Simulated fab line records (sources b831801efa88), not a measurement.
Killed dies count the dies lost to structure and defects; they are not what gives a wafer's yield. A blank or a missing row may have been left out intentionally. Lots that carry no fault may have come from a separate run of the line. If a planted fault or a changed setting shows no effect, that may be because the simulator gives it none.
What tool caused it? | flow gf180mcu | 12 lots with 36 wafers sampled at 4 steps, on a route of 602 steps

## WHAT EACH GAUGE READ, for each wafer
GF_V5_OVL_MEAS_15.
lot  | measured     | on         | V5_OVL (nm)
L075 | day 27 01:05 | overlay-02 | -6 -9 -8
L077 | day 27 23:56 | overlay-02 | -7 -4 -8
L079 | day 28 07:38 | overlay-01 | -8 -6 -8
L081 | day 29 02:09 | overlay-02 | -9 -5 -6
L083 | day 30 04:26 | overlay-01 | -1 -1 1
L085 | day 30 22:54 | overlay-02 | -8 -11 -10
L087 | day 31 12:32 | overlay-01 | 4 5 1
L090 | day 32 02:08 | overlay-01 | 9 3 9
L092 | day 32 14:14 | overlay-01 | -7 -6 -2
L093 | day 32 22:26 | overlay-02 | -1 -4 -9
L096 | day 33 06:11 | overlay-02 | -11 -3 -9
L097 | day 33 20:05 | overlay-02 | -7 -9 0

## WHAT TOOL EACH LOT RAN ON (gives the tool, then ch and the chambers of the sampled wafers, and finally the start)
lot  | GF_M3_SPUTTER_00            | GF_M4_STRIP_17                      | GF_V4_CMP_26
L075 | pvdSputter-01, day 20 03:01 | plasmaAsher-01 ch 0, day 23 04:45   | cmp-02 ch 0,1,3, day 24 06:04
L077 | pvdSputter-03, day 21 04:43 | plasmaAsher-03 ch 0,1, day 24 05:44 | cmp-01 ch 2,3, day 25 06:16
L079 | pvdSputter-01, day 21 16:14 | plasmaAsher-03 ch 0,1, day 24 16:15 | cmp-02 ch 0,2, day 25 16:26
L081 | pvdSputter-03, day 22 13:49 | plasmaAsher-01 ch 0,1, day 25 12:16 | cmp-01 ch 1,2,3, day 26 11:48
L083 | pvdSputter-03, day 23 22:07 | plasmaAsher-03 ch 0,1, day 26 18:08 | cmp-02 ch 0,2,3, day 27 16:48
L085 | pvdSputter-04, day 24 20:37 | plasmaAsher-01 ch 0,1, day 27 15:41 | cmp-02 ch 0,1,2, day 28 13:33
L087 | pvdSputter-03, day 25 12:40 | plasmaAsher-04 ch 1, day 28 05:53   | cmp-02 ch 0,2,3, day 29 03:34
L090 | pvdSputter-04, day 26 06:31 | plasmaAsher-04 ch 0,1, day 28 22:05 | cmp-01 ch 1,2,3, day 29 19:01
L092 | pvdSputter-01, day 26 22:40 | plasmaAsher-04 ch 0,1, day 29 10:49 | cmp-02 ch 0,1,2, day 30 07:44
L093 | pvdSputter-04, day 27 07:11 | plasmaAsher-03 ch 0,1, day 29 20:38 | cmp-01 ch 1,3, day 30 17:04
L096 | pvdSputter-03, day 27 17:36 | plasmaAsher-04 ch 0,1, day 30 05:57 | cmp-01 ch 2,3, day 31 02:05
L097 | pvdSputter-03, day 28 08:34 | plasmaAsher-04 ch 0,1, day 30 19:23 | cmp-01 ch 1,2,3, day 31 15:47
- GF_M3_SPUTTER_00: material Ti, target thk 37.5 nm, time 150 s.
- GF_M4_STRIP_17: strips in O2/N2.
- GF_V4_CMP_26: polishes, stops on SiO2, t overpolish 15 s, target thk 0 nm.

## THE ANSWER, worked out from the rows above alone
Rule: the usual values come from the lots themselves. Put in order of their means at a reading, lots are off if they are a third of the lots or fewer, leave a main group of 4 or more, and stand apart from it by a gap of 3 or more times the standard deviation of the main group's means; of several such gaps the widest counts. If all means in a main group match to the digits the tables above print for the reading, that group is not used. A lot without any number at a reading at which 4 lots or more have one is off too. Where the step has rows for the other lots, those lots are counted as sound.
No lot is off on any of the readings shown, so nothing can be concluded from this.

## WHAT THE SIMULATOR HAD PUT IN
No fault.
